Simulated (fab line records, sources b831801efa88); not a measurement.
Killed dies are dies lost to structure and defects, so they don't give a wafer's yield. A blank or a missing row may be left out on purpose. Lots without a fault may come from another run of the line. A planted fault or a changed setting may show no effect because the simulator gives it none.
Which tool did it? | flow gf180mcu | 12 lots, 36 wafers sampled, at 5 steps of a route of 602

WHAT THE GAUGES READ, wafer by wafer
GF_V4_RS_MEAS_24: measures by four-point-probe. Usual: V4_W_RS 0.327 ohm/sq, standard deviation 0.0045.
lot  | measured     | on            | V4_W_RS (ohm/sq)  | flag
L208 | day 24 20:27 | film_metro-01 | 0.321 0.326 0.324 |
L209 | day 25 01:28 | film_metro-01 | 0.332 0.334 0.330 |
L210 | day 25 06:03 | film_metro-03 | 0.320 0.320 0.321 |
L215 | day 27 10:11 | film_metro-01 | 0.324 0.323 0.322 |
L217 | day 28 02:32 | film_metro-04 | 0.327 0.328 0.323 |
L218 | day 28 04:37 | film_metro-01 | 0.326 0.324 0.324 |
L225 | day 30 00:59 | film_metro-04 | 0.332 0.335 0.329 |
L226 | day 30 17:52 | film_metro-01 | 0.330 0.330 0.327 |
L227 | day 30 18:46 | film_metro-04 | 0.323 0.324 0.324 |
L228 | day 30 19:47 | film_metro-04 | 0.333 0.336 0.331 |
L230 | day 31 07:22 | film_metro-04 | 0.324 0.325 0.323 |
L231 | day 31 14:06 | film_metro-01 | 0.320 0.323 0.326 |

GF_V5_THK_MEAS_03. Usual: V5_CVD_02_THK 1454 nm, standard deviation 23.
lot  | measured     | on            | V5_CVD_02_THK (nm) | flag
L208 | day 26 17:26 | film_metro-02 | 1449 1458 1474     |
L209 | day 26 22:49 | film_metro-02 | 1438 1437 1471     |
L210 | day 27 01:25 | film_metro-01 | 1488 1513 1495     |
L215 | day 29 04:02 | film_metro-02 | 1533 1539 1537     | OFF
L217 | day 29 19:41 | film_metro-01 | 1427 1457 1458     |
L218 | day 29 21:26 | film_metro-01 | 1523 1543 1552     | OFF
L225 | day 31 16:28 | film_metro-02 | 1414 1449 1449     |
L226 | day 32 07:19 | film_metro-02 | 1445 1488 1466     |
L227 | day 32 07:59 | film_metro-03 | 1425 1423 1432     |
L228 | day 32 09:04 | film_metro-03 | 1435 1457 1459     |
L230 | day 32 19:23 | film_metro-03 | 1449 1440 1439     |
L231 | day 33 02:00 | film_metro-01 | 1463 1463 1483     |

WHICH TOOL RAN EACH LOT (tool, then ch and the chambers of the sampled wafers, then the start)
lot  | GF_V4_STRIP_18                       | GF_V4_SPUTTER_22             | GF_V5_CVD_02
L208 | plasma_asher-02 ch 0,1, day 24 19:41 | pvd_sputter-04, day 24 20:18 | pecvd-02 ch 1,2, day 26 17:16
L209 | plasma_asher-04 ch 0,1, day 25 00:41 | pvd_sputter-03, day 25 01:17 | pecvd-02 ch 0,2, day 26 22:42
L210 | plasma_asher-02 ch 0,1, day 25 05:15 | pvd_sputter-02, day 25 05:50 | pecvd-04 ch 0,1,2, day 27 01:20
L215 | plasma_asher-04 ch 0,1, day 27 09:24 | pvd_sputter-03, day 27 10:02 | pecvd-04 ch 0,1,2, day 29 03:56
L217 | plasma_asher-02 ch 0, day 28 01:46   | pvd_sputter-04, day 28 02:22 | pecvd-01 ch 1,2, day 29 19:34
L218 | plasma_asher-04 ch 0,1, day 28 03:47 | pvd_sputter-04, day 28 04:25 | pecvd-04 ch 0,1,2, day 29 21:22
L225 | plasma_asher-01 ch 0,1, day 30 00:13 | pvd_sputter-02, day 30 00:49 | pecvd-02 ch 1,2, day 31 16:21
L226 | plasma_asher-02 ch 0,1, day 30 17:01 | pvd_sputter-03, day 30 17:37 | pecvd-04 ch 0,2, day 32 07:08
L227 | plasma_asher-02 ch 0,1, day 30 17:59 | pvd_sputter-04, day 30 18:35 | pecvd-02 ch 0,1,2, day 32 07:55
L228 | plasma_asher-04 ch 0,1, day 30 18:55 | pvd_sputter-04, day 30 19:31 | pecvd-01 ch 1,2, day 32 08:57
L230 | plasma_asher-02 ch 0,1, day 31 06:35 | pvd_sputter-03, day 31 07:10 | pecvd-02 ch 0,1,2, day 32 19:18
L231 | plasma_asher-02 ch 0,1, day 31 13:18 | pvd_sputter-02, day 31 13:56 | pecvd-04 ch 0,1, day 33 01:53
- GF_V4_STRIP_18: strips in O2/N2.
- GF_V4_SPUTTER_22: material TiN, target thk 10 nm, time 40 s.
- GF_V5_CVD_02: deposits SiO2 from TEOS, target thk 1450 nm, time 163.28 s.

WHAT THE TOOLS THEMSELVES READ (means of the sampled wafers that have a number; where no wafer has one, the mark that the record gives instead)
GF_V4_STRIP_18. Usual: drypump_motor_current_A 5.7 A, standard deviation 0.32; heater_power_w 326 W, standard deviation 29; oes_product_au 0.592 a.u., standard deviation 0.0043.
lot  | tool            | drypump_motor_current_A (A) | heater_power_w (W) | oes_product_au (a.u.) | flag
L208 | plasma_asher-02 | 5.7                         | 318                | 0.595                 |
L209 | plasma_asher-04 | 5.5                         | 346                | 0.591                 |
L210 | plasma_asher-02 | 5.8                         | 322                | 0.591                 |
L215 | plasma_asher-04 | 5.5                         | 353                | 0.591                 |
L217 | plasma_asher-02 | 5.7                         | 322                | 0.591                 |
L218 | plasma_asher-04 | 5.4                         | 340                | 0.589                 |
L225 | plasma_asher-01 | 6.0                         | 332                | 0.588                 |
L226 | plasma_asher-02 | 5.7                         | 325                | 0.592                 |
L227 | plasma_asher-02 | 5.8                         | 322                | 0.596                 |
L228 | plasma_asher-04 | 5.4                         | 340                | 0.595                 |
L230 | plasma_asher-02 | 5.8                         | 328                | 0.593                 |
L231 | plasma_asher-02 | 5.8                         | 321                | 0.591                 |

GF_V4_SPUTTER_22. Usual: cathode_dc_power_W 4000.1 W, standard deviation 0.7; throttle_valve_pct 30.6 %, standard deviation 1.3.
lot  | tool           | cathode_dc_power_W (W) | throttle_valve_pct (%) | flag
L208 | pvd_sputter-04 | 4000.2                 | 29.8                   |
L209 | pvd_sputter-03 | 4001.2                 | 31.3                   |
L210 | pvd_sputter-02 | 3998.9                 | 30.2                   |
L215 | pvd_sputter-03 | 4000.2                 | 31.3                   |
L217 | pvd_sputter-04 | 3999.9                 | 30.6                   |
L218 | pvd_sputter-04 | 3999.5                 | 30.0                   |
L225 | pvd_sputter-02 | 3999.4                 | 30.8                   |
L226 | pvd_sputter-03 | 4000.3                 | 31.2                   |
L227 | pvd_sputter-04 | 3999.2                 | 30.1                   |
L228 | pvd_sputter-04 | 4000.0                 | 29.7                   |
L230 | pvd_sputter-03 | 3999.5                 | 31.0                   |
L231 | pvd_sputter-02 | 4000.2                 | 31.0                   |

GF_V5_CVD_02. Usual: heater_power_w 651 W, standard deviation 100; rf_fwd_power_W 597.5 W, standard deviation 1.8.
lot  | tool     | heater_power_w (W) | rf_fwd_power_W (W) | flag
L208 | pecvd-02 | 556                | 598.8              |
L209 | pecvd-02 | 630                | 599.6              |
L210 | pecvd-04 | 636                | 597.7              |
L215 | pecvd-04 | 640                | 693.4              | OFF
L217 | pecvd-01 | 757                | 596.6              |
L218 | pecvd-04 | 615                | 694.1              | OFF
L225 | pecvd-02 | 541                | 598.3              |
L226 | pecvd-04 | 578                | 597.3              |
L227 | pecvd-02 | 591                | 596.2              |
L228 | pecvd-01 | 717                | 596.2              |
L230 | pecvd-02 | 554                | 597.7              |
L231 | pecvd-04 | 688                | 598.0              |

THE ANSWER, worked out from the rows above alone
Rule: a lot is off if the mean of its wafers that have a number lies more than 3 standard deviations from the usual mean. A lot without any number at a reading at which 4 lots or more have one is off too. The other lots that the step has rows for count as sound. The gauges are gone through in route order, then the tools' own readings, and for those a lot's mean is taken as printed above. The first step at which some lot is off is used, and at that step the reading that is off furthest; a lot without a number counts as furthest.
Off: L215, L218, at GF_V5_THK_MEAS_03 (V5_CVD_02_THK).
A tool fits if, at a process step before that reading, it ran every lot that is off, and no sound lot after the first of them. The gauges at GF_V5_THK_MEAS_03 aren't tried: what is off there is off at GF_V5_CVD_02 too, on other tools, and a gauge's error can't cause that. None of those tried fits.

WHAT THE SIMULATOR HAD PUT IN
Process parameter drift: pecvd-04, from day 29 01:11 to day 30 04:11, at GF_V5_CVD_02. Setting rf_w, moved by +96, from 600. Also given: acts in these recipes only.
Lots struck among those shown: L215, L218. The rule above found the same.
